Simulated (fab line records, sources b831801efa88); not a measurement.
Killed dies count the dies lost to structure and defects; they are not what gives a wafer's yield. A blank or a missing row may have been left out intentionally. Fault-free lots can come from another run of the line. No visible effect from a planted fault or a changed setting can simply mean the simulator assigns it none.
fab line records + flow sky130
record
- lots=6
- wafers=18
- last_day=50
route steps=708 shown VT_ADJUST_HVTP@89 VT_ADJUST_LVTN@97 PAD_OPEN@708
lots with no fault: from the same line, run without faults
start_h: hours from the record's first day to the start of the lot's first wafer shown + wait_h: hours from the lot's prior step to this one + " the same as in the row above + L1.1+2: several wafers, shown together as one row + - either no value or no given start + * or withheld: withheld + < > ~ a bound
route shown NAME@n: a module of which the file shows steps, and the number in the route of the first + usual: mean/standard deviation of fault-free wafers + same: alike in all rows + chamber/n: place in a boat + sites: the reading at each site + _std_site: the values' standard deviation + _edge_site: mean of outer sites minus mean of inner sites + radius_mm: how far each site lies from the wafer's centre + mask NAME#n: copy n + behind: the most recent tool/chamber to have shaped the wafer + hold: why the lot went on hold/how many hours it stayed there/how the hold came to an end + device: the transistor (n, p or np) that didn't switch + end of line: the tests these same wafers got at the end of their route + step lacking rows: just its recipe + killed: dies lost to structure and defects at the first sort, not the wafer's yield + map: dies across one wafer; x = killed, . = not, _ = none there
set.NAME: the run value of the setting; set.NAME@STEP: its run value at that earlier step + model.NAME: the simulator's own value behind a step, which no gauge read
lots at selected steps of the route; one table per step, one row per wafer
services: a tool's chamber out of use, with start hour (start_h, from the record's first day; less than 0 if before it), hours out, and reason
## steps
# step SKY_VT_ADJUST_HVTP_EXPOSE_04
# recipe
- mask_id=HVTPM
- na=0.6
- source_shape=conventional
- sigma_outer=0.6
- polarization=unpolarized
- target_cd_nm=380
- dose_mj=140
# step SKY_VT_ADJUST_HVTP_PEB_05
# recipe
- temp_c=withheld
- time_s=*
- resist=NOVOLAK
# step SKY_VT_ADJUST_HVTP_DEVELOP_06
# recipe
- resist=NOVOLAK
- developer=TMAH
- develop_time_s=60
- dev_temp_c=23
# step SKY_VT_ADJUST_HVTP_CD_MEAS_07
# recipe
- target_cd_nm=380
# usual
- cd_nm=379.4/2.9
| lot.wafer | tool      | chamber | start_h | wait_h | cd_nm |
|-----------|-----------|---------|---------|--------|-------|
| L979.1    | cd_sem-02 | -       | 151.88  | 0.1    | 376.7 |
| L979.5    | "         | -       | "       | "      | 378.4 |
| L979.6    | "         | -       | "       | "      | 377.8 |
| L980.3    | cd_sem-02 | -       | 157.01  | 0.1    | 377.4 |
| L980.4    | "         | -       | "       | "      | 379.8 |
| L980.6    | "         | -       | "       | "      | 378.3 |
| L981.2    | cd_sem-02 | -       | 163.00  | 0.1    | 382.7 |
| L981.5    | "         | -       | "       | "      | 382.1 |
| L981.6    | "         | -       | "       | "      | 383.8 |
| L982.1    | cd_sem-01 | -       | 173.53  | 0.1    | 378.3 |
| L982.2    | "         | -       | "       | "      | 376.0 |
| L982.4    | "         | -       | "       | "      | 376.6 |
| L991.1    | cd_sem-02 | -       | 230.23  | 0.1    | 379.7 |
| L991.2    | "         | -       | "       | "      | 380.2 |
| L991.3    | "         | -       | "       | "      | 378.0 |
| L996.1    | cd_sem-01 | -       | 259.98  | 0.1    | 381.8 |
| L996.2    | "         | -       | "       | "      | 382.6 |
| L996.6    | "         | -       | "       | "      | 383.6 |
# step SKY_VT_ADJUST_HVTP_OVL_MEAS_08
# usual
- VT_ADJUST_HVTP_OVL=-0.6/1.4
| lot.wafer | tool       | chamber | start_h | wait_h | VT_ADJUST_HVTP_OVL[nm] |
|-----------|------------|---------|---------|--------|------------------------|
| L979.1    | overlay-02 | -       | 152.00  | 0.1    | 0.8                    |
| L979.5    | "          | -       | "       | "      | -0.5                   |
| L979.6    | "          | -       | "       | "      | -0.8                   |
| L980.3    | overlay-01 | -       | 157.10  | 0.1    | -5.7                   |
| L980.4    | "          | -       | "       | "      | -4.9                   |
| L980.6    | "          | -       | "       | "      | -2.7                   |
| L981.2    | overlay-01 | -       | 163.11  | 0.1    | -1.5                   |
| L981.5    | "          | -       | "       | "      | -0.5                   |
| L981.6    | "          | -       | "       | "      | -1.1                   |
| L982.1    | overlay-02 | -       | 173.65  | 0.1    | -0.4                   |
| L982.2    | "          | -       | "       | "      | -0.9                   |
| L982.4    | "          | -       | "       | "      | -0.4                   |
| L991.1    | overlay-02 | -       | 230.35  | 0.1    | -0.8                   |
| L991.2    | "          | -       | "       | "      | -1.3                   |
| L991.3    | "          | -       | "       | "      | -1.4                   |
| L996.1    | overlay-02 | -       | 260.10  | 0.1    | -2.7                   |
| L996.2    | "          | -       | "       | "      | 0.3                    |
| L996.6    | "          | -       | "       | "      | -3.5                   |
# step SKY_VT_ADJUST_HVTP_IMPLANT_09
# recipe
- species=As
- energy_kev=150
- dose_cm2=4.3e+12
- tilt_deg=withheld
# step SKY_VT_ADJUST_HVTP_STRIP_10
# recipe
- chemistry=O2/N2
- power_w=1400
- pressure_mtorr=1500
- platen_temp_c=withheld
- o2_flow_sccm=3000
- n2_flow_sccm=300
- overash_fraction=0.5
# usual
- drypump_motor_current_A=5.4/0.44
- oes_product_au=0.716/0.0045
- strip_time_to_endpoint_s=14.17/0.036
# same
- overash_fraction=0.5
| lot.wafer | tool            | chamber | start_h | wait_h | drypump_motor_current_A | oes_product_au | rf_hours_counter_h | strip_time_to_endpoint_s |
|-----------|-----------------|---------|---------|--------|-------------------------|----------------|--------------------|--------------------------|
| L979.1    | plasma_asher-01 | 0       | 152.18  | 0.1    | 4.9                     | 0.717          | 3                  | 14.24                    |
| L979.5    | "               | 1       | "       | "      | 5.6                     | 0.711          | -                  | 14.19                    |
| L979.6    | "               | 0       | "       | "      | 4.9                     | 0.715          | -                  | 14.18                    |
| L980.3    | plasma_asher-04 | 1       | 157.31  | 0.1    | 5.4                     | 0.714          | -                  | 14.16                    |
| L980.4    | "               | 0       | "       | "      | 5.0                     | 0.714          | -                  | 14.19                    |
| L980.6    | "               | 0       | "       | "      | 5.0                     | 0.719          | -                  | 14.20                    |
| L981.2    | plasma_asher-04 | 1       | 163.29  | 0.1    | 5.4                     | 0.722          | 48                 | 14.17                    |
| L981.5    | "               | 1       | "       | "      | 5.5                     | 0.713          | -                  | 14.16                    |
| L981.6    | "               | 0       | "       | "      | 5.0                     | 0.715          | -                  | 14.20                    |
| L982.1    | plasma_asher-04 | 1       | 173.83  | 0.1    | 5.5                     | 0.714          | 49                 | 14.21                    |
| L982.2    | "               | 0       | "       | "      | 5.0                     | 0.712          | 49                 | 14.25                    |
| L982.4    | "               | 1       | "       | "      | 5.5                     | 0.712          | -                  | 14.22                    |
| L991.1    | plasma_asher-04 | 0       | 230.53  | 0.1    | 5.0                     | 0.714          | 55                 | 14.17                    |
| L991.2    | "               | 1       | "       | "      | 5.4                     | 0.711          | 55                 | 14.16                    |
| L991.3    | "               | 0       | "       | "      | 5.0                     | 0.717          | -                  | 14.18                    |
| L996.1    | plasma_asher-04 | 0       | 260.28  | 0.1    | 5.0                     | 0.711          | 57                 | 14.22                    |
| L996.2    | "               | 1       | "       | "      | 5.4                     | 0.710          | 57                 | 14.24                    |
| L996.6    | "               | 0       | "       | "      | 5.0                     | 0.720          | -                  | 14.16                    |
# step SKY_VT_ADJUST_HVTP_TW_MEAS_11
# usual
- VT_ADJUST_HVTP_TW=1353/12
| lot.wafer | tool          | chamber | start_h | wait_h | VT_ADJUST_HVTP_TW |
|-----------|---------------|---------|---------|--------|-------------------|
| L979.1    | film_metro-03 | -       | 152.28  | 0.1    | 1352              |
| L979.5    | "             | -       | "       | "      | 1348              |
| L979.6    | "             | -       | "       | "      | 1352              |
| L980.3    | film_metro-02 | -       | 157.39  | 0.1    | 1347              |
| L980.4    | "             | -       | "       | "      | 1336              |
| L980.6    | "             | -       | "       | "      | 1343              |
| L981.2    | film_metro-02 | -       | 163.40  | 0.1    | 1341              |
| L981.5    | "             | -       | "       | "      | 1345              |
| L981.6    | "             | -       | "       | "      | 1347              |
| L982.1    | film_metro-04 | -       | 173.93  | 0.1    | 1371              |
| L982.2    | "             | -       | "       | "      | 1375              |
| L982.4    | "             | -       | "       | "      | 1380              |
| L991.1    | film_metro-03 | -       | 230.63  | 0.1    | 1346              |
| L991.2    | "             | -       | "       | "      | 1338              |
| L991.3    | "             | -       | "       | "      | 1345              |
| L996.1    | film_metro-03 | -       | 260.38  | 0.1    | 1351              |
| L996.2    | "             | -       | "       | "      | 1360              |
| L996.6    | "             | -       | "       | "      | 1359              |
# step SKY_VT_ADJUST_LVTN_DEHYDRATE_00
# recipe
- temp_c=200
- time_s=60
# step SKY_VT_ADJUST_LVTN_HMDS_01
# recipe
- prime_time_s=60
- prime_temp_c=120
# step SKY_VT_ADJUST_LVTN_COAT_02
# recipe
- spin_rpm=2000
- resist_thk_nm=3000
# step SKY_VT_ADJUST_LVTN_SOFTBAKE_03
# recipe
- temp_c=110
- time_s=withheld
# step SKY_VT_ADJUST_LVTN_EXPOSE_04
# recipe
- mask_id=NWM_COMPLEMENT_LESS_NATIVE
- na=0.6
- source_shape=conventional
- sigma_outer=0.6
- polarization=unpolarized
- target_cd_nm=840
- dose_mj=194
| lot.wafer  | tool             | chamber | start_h | wait_h | mask                         | model.VT_ADJUST_LVTN.overlay_x_nm |
|------------|------------------|---------|---------|--------|------------------------------|-----------------------------------|
| L979.1+5+6 | iline_stepper-02 | 0       | 162.33  | -      | NWM_COMPLEMENT_LESS_NATIVE#0 | 1.212                             |
| L980.3+4+6 | iline_stepper-01 | 0       | 168.19  | -      | NWM_COMPLEMENT_LESS_NATIVE#0 | 0.1839                            |
| L981.2+5+6 | iline_stepper-01 | 0       | 173.29  | -      | NWM_COMPLEMENT_LESS_NATIVE#0 | 289                               |
| L982.1+2+4 | iline_stepper-01 | 0       | 184.43  | -      | NWM_COMPLEMENT_LESS_NATIVE#0 | 287.6                             |
| L991.1+2+3 | iline_stepper-02 | 0       | 242.38  | -      | NWM_COMPLEMENT_LESS_NATIVE#0 | -0.4607                           |
| L996.1+2+6 | iline_stepper-02 | 0       | 272.44  | -      | NWM_COMPLEMENT_LESS_NATIVE#0 | -0.1456                           |
# step SKY_VT_ADJUST_LVTN_PEB_05
# recipe
- temp_c=115
- time_s=withheld
# step SKY_VT_ADJUST_LVTN_DEVELOP_06
# recipe
- wall_angle_deg=90
- developer=TMAH
- develop_time_s=60
- dev_temp_c=23
# step SKY_VT_ADJUST_LVTN_OVL_MEAS_07
# usual
- VT_ADJUST_LVTN_OVL=0.7/1.3
| lot.wafer | tool       | chamber | start_h | wait_h | VT_ADJUST_LVTN_OVL[nm] |
|-----------|------------|---------|---------|--------|------------------------|
| L979.1    | overlay-01 | -       | 172.32  | -      | 0.6                    |
| L979.5    | "          | -       | "       | "      | -0.3                   |
| L979.6    | "          | -       | "       | "      | 1.4                    |
| L980.3    | overlay-01 | -       | 177.83  | -      | 1.6                    |
| L980.4    | "          | -       | "       | "      | 2.2                    |
| L980.6    | "          | -       | "       | "      | 1.3                    |
| L981.2    | overlay-02 | -       | 183.92  | -      | 289.9                  |
| L981.5    | "          | -       | "       | "      | 288.8                  |
| L981.6    | "          | -       | "       | "      | 289.5                  |
| L982.1    | overlay-02 | -       | 195.09  | -      | 286.5                  |
| L982.2    | "          | -       | "       | "      | 290.1                  |
| L982.4    | "          | -       | "       | "      | 288.7                  |
| L991.1    | overlay-02 | -       | 253.69  | -      | 1.7                    |
| L991.2    | "          | -       | "       | "      | -1.3                   |
| L991.3    | "          | -       | "       | "      | -0.2                   |
| L996.1    | overlay-01 | -       | 284.98  | -      | -1.0                   |
| L996.2    | "          | -       | "       | "      | -0.5                   |
| L996.6    | "          | -       | "       | "      | -0.7                   |
# step SKY_VT_ADJUST_LVTN_IMPLANT_08
# recipe
- species=B
- energy_kev=30
- dose_cm2=1.57e+12
- tilt_deg=withheld
# step SKY_PAD_OPEN_PROBE_99
# usual
- killed_at_M0_to_M3=42/7.2
- killed_at_M4_up=3.4/2.1
- killed_at_contacts=24/5.4
- killed_at_front_end=15/4
- killed_at_other=0.3/0.53
- killed_dies=85/8.8
- killed_on_rim=16/3.5
- killed_open=47/6.7
- killed_short=38/6.5
# same
- gross_dies=492
- killed_at_back_side=0
| lot.wafer | tool      | chamber | start_h | wait_h | killed_at_M0_to_M3 | killed_at_M4_up | killed_at_contacts | killed_at_front_end | killed_at_other | killed_dies | killed_on_rim | killed_open | killed_short |
|-----------|-----------|---------|---------|--------|--------------------|-----------------|--------------------|---------------------|-----------------|-------------|---------------|-------------|--------------|
| L979.1    | prober-01 | -       | 1108.38 | 0.1    | 40                 | 2               | 25                 | 17                  | 0               | 84          | 17            | 49          | 35           |
| L979.5    | prober-01 | -       | 1108.58 | 0.2    | 37                 | 2               | 24                 | 15                  | 1               | 79          | 15            | 43          | 35           |
| L979.6    | prober-01 | -       | 1108.63 | 0.2    | 46                 | 1               | 34                 | 14                  | 1               | 96          | 15            | 48          | 48           |
| L980.3    | prober-02 | -       | 1117.58 | 0.2    | 34                 | 4               | 22                 | 15                  | 0               | 75          | 12            | 44          | 28           |
| L980.4    | prober-02 | -       | 1117.63 | 0.2    | 37                 | 4               | 18                 | 21                  | 0               | 80          | 15            | 44          | 35           |
| L980.6    | prober-02 | -       | 1117.73 | 0.2    | 42                 | 3               | 16                 | 13                  | 0               | 74          | 10            | 46          | 27           |
| L981.2    | prober-01 | -       | 1120.86 | 0.1    | 45                 | 5               | 24                 | 329                 | 0               | 403         | 76            | 49          | 44           |
| L981.5    | prober-01 | -       | 1121.01 | 0.2    | 37                 | 5               | 21                 | 359                 | 0               | 422         | 87            | 51          | 27           |
| L981.6    | prober-01 | -       | 1121.06 | 0.2    | 34                 | 3               | 29                 | 333                 | 0               | 399         | 75            | 47          | 32           |
| L982.1    | prober-02 | -       | 1130.63 | 0.1    | 36                 | 2               | 24                 | 341                 | 1               | 404         | 77            | 43          | 29           |
| L982.2    | prober-02 | -       | 1130.68 | 0.1    | 41                 | 1               | 19                 | 345                 | 1               | 407         | 83            | 47          | 27           |
| L982.4    | prober-02 | -       | 1130.78 | 0.2    | 27                 | 5               | 16                 | 363                 | 0               | 411         | 83            | 27          | 42           |
| L991.1    | prober-01 | -       | 1176.48 | 0.1    | 51                 | 6               | 15                 | 23                  | 0               | 95          | 15            | 52          | 42           |
| L991.2    | prober-01 | -       | 1176.53 | 0.1    | 48                 | 3               | 22                 | 18                  | 0               | 91          | 20            | 53          | 36           |
| L991.3    | prober-01 | -       | 1176.58 | 0.2    | 35                 | 8               | 18                 | 20                  | 0               | 81          | 21            | 52          | 29           |
| L996.1    | prober-01 | -       | 1196.84 | 0.1    | 38                 | 5               | 18                 | 16                  | 1               | 78          | 23            | 39          | 38           |
| L996.2    | prober-01 | -       | 1196.89 | 0.1    | 42                 | 4               | 19                 | 15                  | 1               | 81          | 22            | 44          | 34           |
| L996.6    | prober-01 | -       | 1197.09 | 0.2    | 49                 | 2               | 24                 | 15                  | 0               | 90          | 18            | 43          | 47           |
# killed by level:class
L979.1 CONTACT:geometric_particle:open=11 VIA1:geometric_particle:open=10 METAL2:geometric_particle:short=7 LI_CONTACT:geometric_particle:open=6 FIELD_ISO:geometric_particle:open=5 VIA2:geometric_particle:short=5 LOCAL_INTERCONNECT:geometric_particle:short=4 FIELD_ISO:geometric_particle:short=3
L979.5 VIA1:geometric_particle:open=13 CONTACT:geometric_particle:open=8 LI_CONTACT:geometric_particle:open=5 LOCAL_INTERCONNECT:geometric_particle:short=5 METAL2:geometric_particle:short=4 VIA3:geometric_particle:open=4 FIELD_ISO:geometric_particle:open=3 FIELD_ISO:geometric_particle:short=3
L979.6 LI_CONTACT:geometric_particle:open=17 METAL2:geometric_particle:short=11 VIA1:geometric_particle:open=10 CONTACT:geometric_particle:short=7 METAL1:geometric_particle:short=7 VIA2:geometric_particle:open=5 FIELD_ISO:geometric_particle:short=4 LI_CONTACT:geometric_particle:short=4
L980.3 VIA1:geometric_particle:open=14 LI_CONTACT:geometric_particle:open=6 VIA2:geometric_particle:open=6 FIELD_ISO:geometric_particle:open=4 CONTACT:geometric_particle:open=4 CONTACT:geometric_particle:short=4 VIA1:geometric_particle:short=4 FIELD_ISO:geometric_particle:short=3
L980.4 METAL1:geometric_particle:short=8 VIA2:geometric_particle:open=8 POLY_GATE:geometric_particle:open=7 LI_CONTACT:geometric_particle:open=7 FIELD_ISO:geometric_particle:open=6 VIA1:geometric_particle:short=6 CONTACT:geometric_particle:open=5 VIA1:geometric_particle:open=4
L980.6 VIA1:geometric_particle:open=11 VIA2:geometric_particle:open=8 VIA3:geometric_particle:open=7 METAL2:geometric_particle:short=7 CONTACT:geometric_particle:open=6 FIELD_ISO:geometric_particle:open=5 LI_CONTACT:geometric_particle:open=3 METAL3:geometric_particle:short=3
L981.2 VT_ADJUST_LVTN:overlay=310 VIA1:geometric_particle:open=11 CONTACT:geometric_particle:open=9 CONTACT:geometric_particle:short=7 LI_CONTACT:geometric_particle:open=6 VIA3:geometric_particle:open=6 VIA1:geometric_particle:short=5 METAL1:geometric_particle:short=5
L981.5 VT_ADJUST_LVTN:overlay=344 VIA2:geometric_particle:open=12 VIA1:geometric_particle:open=8 CONTACT:geometric_particle:open=8 LI_CONTACT:geometric_particle:open=5 FIELD_ISO:geometric_particle:open=4 VIA2:geometric_particle:short=4 METAL2:geometric_particle:short=4
L981.6 VT_ADJUST_LVTN:overlay=320 CONTACT:geometric_particle:open=12 VIA2:geometric_particle:open=10 VIA1:geometric_particle:open=7 LI_CONTACT:geometric_particle:open=6 POLY_GATE:geometric_particle:open=5 CONTACT:geometric_particle:short=5 METAL2:geometric_particle:short=4
L982.1 VT_ADJUST_LVTN:overlay=331 VIA1:geometric_particle:open=11 CONTACT:geometric_particle:open=7 LI_CONTACT:geometric_particle:open=6 VIA2:geometric_particle:open=5 CONTACT:geometric_particle:short=4 VIA3:geometric_particle:open=4 POLY_GATE:geometric_particle:open=3
L982.2 VT_ADJUST_LVTN:overlay=333 VIA1:geometric_particle:open=16 CONTACT:geometric_particle:open=9 METAL1:geometric_particle:short=5 METAL2:geometric_particle:open=4 CONTACT:geometric_particle:short=4 VIA1:geometric_particle:short=4 VIA3:geometric_particle:open=4
L982.4 VT_ADJUST_LVTN:overlay=342 CONTACT:geometric_particle:open=6 VIA1:geometric_particle:open=6 CONTACT:geometric_particle:short=5 VIA1:geometric_particle:short=5 FIELD_ISO:geometric_particle:open=4 VIA2:geometric_particle:short=4 METAL4:geometric_particle:short=4
L991.1 VIA2:geometric_particle:open=8 FIELD_ISO:geometric_particle:open=7 METAL2:geometric_particle:short=7 VIA1:geometric_particle:open=7 POLY_GATE:geometric_particle:open=6 VIA3:geometric_particle:open=6 CONTACT:geometric_particle:open=5 VIA3:geometric_particle:short=5
L991.2 VIA1:geometric_particle:open=15 METAL1:geometric_particle:short=10 VIA3:geometric_particle:open=9 LI_CONTACT:geometric_particle:open=8 FIELD_ISO:geometric_particle:open=6 CONTACT:geometric_particle:short=5 POLY_GATE:geometric_particle:open=4 CONTACT:geometric_particle:open=4
L991.3 LI_CONTACT:geometric_particle:open=9 VIA1:geometric_particle:open=8 VIA3:geometric_particle:open=8 POLY_GATE:geometric_particle:open=6 METAL2:geometric_particle:short=5 METAL4:geometric_particle:short=5 VIA2:geometric_particle:open=5 METAL3:geometric_particle:short=5
L996.1 CONTACT:geometric_particle:short=6 CONTACT:geometric_particle:open=6 VIA1:geometric_particle:open=6 VIA2:geometric_particle:open=6 FIELD_ISO:geometric_particle:short=5 POLY_GATE:geometric_particle:open=5 METAL1:geometric_particle:short=5 VIA1:geometric_particle:short=5
L996.2 VIA1:geometric_particle:open=10 CONTACT:geometric_particle:open=8 VIA2:geometric_particle:open=6 VIA3:geometric_particle:open=6 VIA1:geometric_particle:short=5 METAL2:geometric_particle:short=5 LI_CONTACT:geometric_particle:open=4 METAL1:geometric_particle:short=4
L996.6 CONTACT:geometric_particle:open=11 VIA1:geometric_particle:open=9 METAL1:geometric_particle:short=7 VIA2:geometric_particle:open=7 VIA3:geometric_particle:short=6 METAL2:geometric_particle:short=6 VIA1:geometric_particle:short=5 LI_CONTACT:geometric_particle:open=4
# map L981.5 (x killed, . not)
__________xxxxxxxxxx_________
________xx..x.xxxxx.xx_______
______xx.xxx.xxxxxxxxxxx_____
_____xxx.xxxxxxx.x.x.xxxx____
____x.xxxxxxx.xxxxx.xxxxxx___
___.xxxxxxxxxxxxxxxx.xxxxxx__
__xx.xxxxxxxxxxxxx..xxxxxxxx_
_xxx.xxxx.xxx.xxxxx.xxxx..xxx
_xxxxxx.xxxxx.xxxx.x.xxxxxxx.
_xxx.xxxxxxxx.xx.x..xxxxxx.xx
_xxxxx.xxx.xxx.xxxxxxxxxxxxxx
_xxxxx.xxx..xxx.xxxxxxxx.xx.x
_x.x.xxxxx.xxxxxx.xxxxxxx.xxx
_xxxxxx.xxxxx.xx.xxxxxxx.xxxx
_xxxxxxxxxxxxxxxx..xxxxxxxxxx
__xxxxxx.xxxxxxxxxxxxxxxxxxx_
___xxxxxxxxxxxxxxxx.xx..xxx__
____x.xx...xxxxxxxxxxxxxxx___
_____xx.xxxxxxx.xxxxx.xxx____
______xxxxxxxxxxxxxxxxxx_____
________xxxxxxxx..x.xx_______
__________.xxxxxxxxx_________
# map L982.4 (x killed, . not)
__________xxx.xxx.xx_________
________xxx...xx....xx_______
______xxxxxxxxxxxxxxxxxx_____
_____xxxxxxx.x.xx.xxxx.x.____
____.xxxxxxxxxx..x.xxxxxxx___
___xxxxxx.xxxxx..xxxxxxx.xx__
__xxxxxx.x.xxxxxx.xx.xxxxx.x_
_xxxxxx..x.xxxxxxxxxxxxxxxxxx
_xxxxxxxxx.xxx.xx.xxxxx.xxxx.
_xxxxxxxxxxxxxxxx.xxx..xxxx.x
_xxxxxx.xxxxxxxxxxx.xxxxx.xxx
_x.xxxxxxxxxxxxxxxxxxxxxxxxxx
_xx.xxxxxxxxxx.xxx.x.xxxx..xx
_xxxxxxxxxxxx.x..xxxxx.x.xxx.
_xx.xxxxxx.xxxxx.xxxxxxxx.x.x
__xxx.xxxxxxxxxxxxxxxxx.x..x_
___xxxxx.xxxxxxxxxxxxxxxxxx__
____xxx..xxx.xx.xxxx.xxx.x___
_____xxxxx.xxx.xxxxxxxxxx____
______..xx.xxx..xxxx.xxx_____
________xxxx..xxxxxxxx_______
__________xxxxxxxxxx_________
## services
| tool             | chamber | start_h | hours | kind        |
|------------------|---------|---------|-------|-------------|
| iline_stepper-02 | 0       | 162.68  | -     | calibration |
| iline_stepper-02 | -       | 165.22  | 8.9   | pm          |
| plasma_asher-04  | -       | 175.02  | 4.3   | repair      |
| plasma_asher-04  | -       | 187.30  | 2.8   | pm          |
| plasma_asher-01  | -       | 194.78  | 11.0  | repair      |
| iline_stepper-01 | -       | 209.03  | 1.7   | pm          |
| iline_stepper-01 | 0       | 234.05  | -     | calibration |
| iline_stepper-01 | -       | 235.98  | 3.3   | repair      |
| iline_stepper-02 | -       | 244.78  | 1.7   | pm          |
## key
first_sign
- step=SKY_VT_ADJUST_LVTN_OVL_MEAS_07
- reading=VT_ADJUST_LVTN_OVL
- direction=up
- sigmas=99+
- usual=0.7
- struck=288.9
effect
- step=SKY_PAD_OPEN_PROBE_99
- reading=killed_at_front_end
- direction=up
- sigmas=82
- usual=15
- struck=345
model_effect
- step=SKY_VT_ADJUST_LVTN_EXPOSE_04
- value=VT_ADJUST_LVTN.overlay_x_nm
- without=0.5881
- struck=288.3
more_kills_born_at
- SKY_VT_ADJUST_LVTN_EXPOSE_04@iline_stepper-01=1980
met_at SKY_VT_ADJUST_LVTN_EXPOSE_04
struck_wafers L981.2,L981.5,L981.6,L982.1,L982.2,L982.4
tester_left_out L981,L982
onset_between 168.19 173.29
fault
- kind=scanner_matching_overlay
- tool=iline_stepper-01
- chamber=-
- onset_h=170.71
- steps=SKY_VT_ADJUST_LVTN_EXPOSE_04
- offset=287.71
# tester_left_out: of these lots the tester's yield and bins aren't shown, on N5 and GAA mostly nor the transistor test; their killed dies are dies lost to structure and defects alone, not to doping, threshold or leakage, so they don't give the yield
